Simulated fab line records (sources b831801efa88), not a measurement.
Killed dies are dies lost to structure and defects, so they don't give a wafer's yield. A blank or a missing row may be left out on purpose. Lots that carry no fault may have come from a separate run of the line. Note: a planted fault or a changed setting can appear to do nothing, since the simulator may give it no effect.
fab line records -- flow sfq_line
record lots=14, wafers=41, last_day=89
route steps=325 shown I5@234 I7@308
lots that met no fault: taken from a fault-free run of the same line
start_h: hours from the record's opening day to when the first of the lot's shown wafers began -- wait_h: hours elapsed since this lot's preceding step -- " the same as in the row above -- L1.1+2: a row that stands for several wafers -- - no value present, or no start provided -- * or withheld: withheld -- < > ~ a bound
route shown NAME@n: names a module that has steps shown in the file, with the first one's number in the route -- usual: the fault-free wafers' mean and standard deviation -- same: alike in all rows -- chamber/n: place in a boat -- sites: per-site readings -- _std_site: the standard deviation of these -- _edge_site: outer sites' mean less inner sites' -- radius_mm: for every site, how far away it sits from the centre of the wafer -- mask NAME#n: copy n -- behind: the most recent tool/chamber to have shaped the wafer -- hold: why the lot went on hold/how many hours it stayed there/how the hold came to an end -- device: transistor that didn't switch, given as n, p or np -- end of line: tests of these same wafers at the route's end -- a step given without rows: its recipe and nothing more -- killed: at the first sort, the dies lost to defects and structure; wafer yield is something else -- map: a wafer's dies, marking killed ones x, the rest . and places with no die _
set.NAME: the run value of the setting; set.NAME@STEP: its run value at that earlier step -- model.NAME: the simulator's own value behind a step, which no gauge read
one table for each step of the route and one row for each wafer, over a sample of lots
services: from which hour (start_h, from the record's first day; less than 0 if before it) a tool's chamber was out of use, for how many hours, and why
## steps
# step SFQ_TRILAYER_I5_LITHO_DEVELOP_146
# recipe time_s=60, resist=KrF
# usual chill_plate_temp_C=23.00/0.11, exhaust_pa=45.0/0.85, time_s=60/0
lot.wafer,tool,chamber,start_h,wait_h,chill_plate_temp_C,exhaust_pa,time_s
L851.1,litho_track-03,0,1313.90,0.1,23.00,44.7,60
L851.2,litho_track-03,0,1313.90,0.1,23.15,44.3,60
L851.6,litho_track-03,0,1313.90,0.1,23.02,44.0,60
L852.1,litho_track-03,0,1316.28,0.1,22.98,46.0,60
L852.4,litho_track-03,0,1316.28,0.1,22.90,45.7,60
L852.5,litho_track-03,0,1316.28,0.1,23.09,45.1,60
L855.3,litho_track-01,0,1333.12,0.1,22.98,45.7,60
L855.4,litho_track-01,0,1333.12,0.1,22.93,45.2,60
L855.6,litho_track-01,0,1333.12,0.1,22.89,46.2,60
L858.4,litho_track-04,0,1402.81,0.1,22.95,45.2,60
L858.5,litho_track-04,0,1402.81,0.1,22.97,45.6,60
L858.6,litho_track-04,0,1402.81,0.1,22.92,45.3,60
L859.2,litho_track-04,0,1410.92,0.1,23.04,45.1,60
L859.3,litho_track-04,0,1410.92,0.1,22.95,45.6,60
L859.4,litho_track-04,0,1410.92,0.1,23.02,45.4,60
L860.2,litho_track-03,0,1413.32,0.1,23.03,46.4,60
L860.4,litho_track-03,0,1413.32,0.1,23.26,45.8,60
L860.5,litho_track-03,0,1413.32,0.1,22.88,45.3,60
L861.1,litho_track-03,0,1465.00,0.1,23.08,44.5,60
L861.4,litho_track-03,0,1465.00,0.1,23.08,46.2,60
L861.5,litho_track-03,0,1465.00,0.1,23.02,45.0,60
L863.1,litho_track-03,0,1694.61,0.1,23.04,45.7,60
L863.3,litho_track-03,0,1694.61,0.1,22.89,45.5,60
L863.4,litho_track-03,0,1694.61,0.1,22.90,44.4,60
L865.1,litho_track-04,0,1717.47,0.1,23.07,44.9,60
L865.5,litho_track-04,0,1717.47,0.1,22.81,44.1,60
L865.6,litho_track-04,0,1717.47,0.1,22.93,43.5,60
L870.1,litho_track-03,-,1769.20,0.1,-,-,-
L870.2,litho_track-03,-,1769.20,0.1,-,-,-
L871.1,litho_track-01,-,1778.80,0.1,-,-,-
L871.2,litho_track-01,-,1778.80,0.1,-,-,-
L871.5,litho_track-01,-,1778.80,0.1,-,-,-
L872.1,litho_track-03,0,1780.00,0.1,23.00,45.2,60
L872.3,litho_track-03,0,1780.00,0.1,22.99,43.6,60
L872.6,litho_track-03,0,1780.00,0.1,23.05,43.7,60
L873.1,litho_track-03,0,1789.60,0.1,23.09,44.4,60
L873.3,litho_track-03,0,1789.60,0.1,23.04,43.6,60
L873.4,litho_track-03,0,1789.60,0.1,23.05,43.7,60
L874.2,litho_track-04,0,1793.22,0.1,22.86,43.4,60
L874.4,litho_track-04,0,1793.22,0.1,22.90,43.8,60
L874.5,litho_track-04,0,1793.22,0.1,23.02,44.5,60
# step SFQ_TRILAYER_I7_VIA_ETCH_VIA_ETCH_190
# recipe target=SiO2, stop_on=Nb, mask_material=PR, taper_deg=20, chemistry=CHF3, target_depth_nm=260, source_w=500, bias_w=80, pressure_mtorr=30, time_s=withheld
# usual drypump_motor_current_A=5.9/0.53, oes_product_au=0.855/0.0051
lot.wafer,tool,chamber,start_h,wait_h,drypump_motor_current_A,oes_product_au
L851.1,rie_diel-02,2,1851.20,0.0,6.0,0.855
L851.2,rie_diel-02,1,1851.20,0.0,6.3,0.852
L851.6,rie_diel-02,0,1851.20,0.0,6.1,0.845
L852.1,rie_diel-03,3,1853.60,0.0,6.1,0.855
L852.4,rie_diel-03,2,1853.60,0.0,5.0,0.851
L852.5,rie_diel-03,1,1853.60,0.0,6.3,0.862
L855.3,rie_diel-02,3,1872.59,0.0,5.6,0.853
L855.4,rie_diel-02,0,1872.59,0.0,6.1,0.862
L855.6,rie_diel-02,3,1872.59,0.0,5.6,0.849
L858.4,rie_diel-03,3,1923.78,0.0,6.1,0.854
L858.5,rie_diel-03,1,1923.78,0.0,6.3,0.854
L858.6,rie_diel-03,0,1923.78,0.0,4.9,0.854
L859.2,rie_diel-03,1,1927.38,0.0,6.3,0.858
L859.3,rie_diel-03,3,1927.38,0.0,6.0,0.853
L859.4,rie_diel-03,0,1927.38,0.0,4.9,0.861
L860.2,rie_diel-02,3,1932.18,0.0,5.6,0.852
L860.4,rie_diel-02,2,1932.18,0.0,6.1,0.858
L860.5,rie_diel-02,3,1932.18,0.0,5.6,0.865
L861.1,rie_diel-03,0,1933.51,0.0,4.9,0.844
L861.4,rie_diel-03,3,1933.51,0.0,6.1,0.850
L861.5,rie_diel-03,0,1933.51,0.0,4.9,0.849
L863.1,rie_diel-04,1,1945.45,0.0,5.2,0.851
L863.3,rie_diel-04,3,1945.45,0.0,6.7,0.851
L863.4,rie_diel-04,2,1945.45,0.0,6.4,0.850
L865.1,rie_diel-02,1,1979.42,0.0,6.3,0.852
L865.5,rie_diel-02,1,1979.42,0.0,6.3,0.858
L865.6,rie_diel-02,0,1979.42,0.0,6.1,0.855
L870.1,rie_diel-03,1,2009.27,0.0,6.3,0.850
L870.2,rie_diel-03,0,2009.27,0.0,4.9,0.864
L871.1,rie_diel-02,3,2052.42,0.0,5.6,0.862
L871.2,rie_diel-02,1,2052.42,0.0,6.3,0.858
L871.5,rie_diel-02,1,2052.42,0.0,6.3,0.849
L872.1,rie_diel-02,3,2109.90,0.0,5.6,0.853
L872.3,rie_diel-02,1,2109.90,0.0,6.3,0.855
L872.6,rie_diel-02,1,2109.90,0.0,6.3,0.857
L873.1,rie_diel-04,2,2111.10,0.0,6.4,0.857
L873.3,rie_diel-04,3,2111.10,0.0,6.7,0.863
L873.4,rie_diel-04,2,2111.10,0.0,6.5,0.868
L874.2,rie_diel-03,1,2112.30,0.0,6.3,0.853
L874.4,rie_diel-03,2,2112.30,0.0,5.0,0.859
L874.5,rie_diel-03,0,2112.30,0.0,4.9,0.857
## services
tool,chamber,start_h,hours,kind
rie_diel-02,0,1291.56,1.2,repair
rie_diel-03,0,1369.90,3.2,repair
rie_diel-02,-,1373.36,2.8,pm
rie_diel-03,3,1378.35,7.9,repair
rie_diel-03,-,1439.15,0.9,repair
rie_diel-03,2,1440.67,3.4,repair
rie_diel-03,-,1507.92,2.8,pm
rie_diel-03,-,1537.69,0.1,repair
rie_diel-02,-,1560.67,1.0,repair
rie_diel-03,2,1622.33,4.0,repair
rie_diel-03,3,1637.59,17.3,repair
rie_diel-02,3,1649.12,19.0,repair
rie_diel-02,2,1654.69,4.4,repair
rie_diel-03,1,1662.11,20.4,repair
rie_diel-03,-,1687.79,2.5,repair
rie_diel-02,-,1817.64,0.6,repair
rie_diel-02,0,1898.81,30.8,repair
rie_diel-02,-,1912.09,15.6,pm
rie_diel-02,-,1956.03,0.5,repair
rie_diel-02,0,1958.56,5.9,repair
rie_diel-02,-,1984.80,14.6,pm
rie_diel-02,0,2043.47,16.9,repair
rie_diel-02,2,2069.61,4.0,repair
rie_diel-02,2,2091.25,1.5,repair
## key
first_sign step=SFQ_TRILAYER_I5_LITHO_DEVELOP_146, reading=tool_record, direction=missing
effect none on later readings
met_at SFQ_TRILAYER_I5_LITHO_DEVELOP_146
struck_lots L870,L871
not_acting_at SFQ_TRILAYER_I7_VIA_ETCH_VIA_ETCH_190
onset_between 1694.61 1769.20
fault kind=skipped_step_whole, tool=litho_track-01,litho_track-03, chamber=-, onset_h=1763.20, steps=SFQ_TRILAYER_I5_LITHO_DEVELOP_146, scope=struck_lots_only
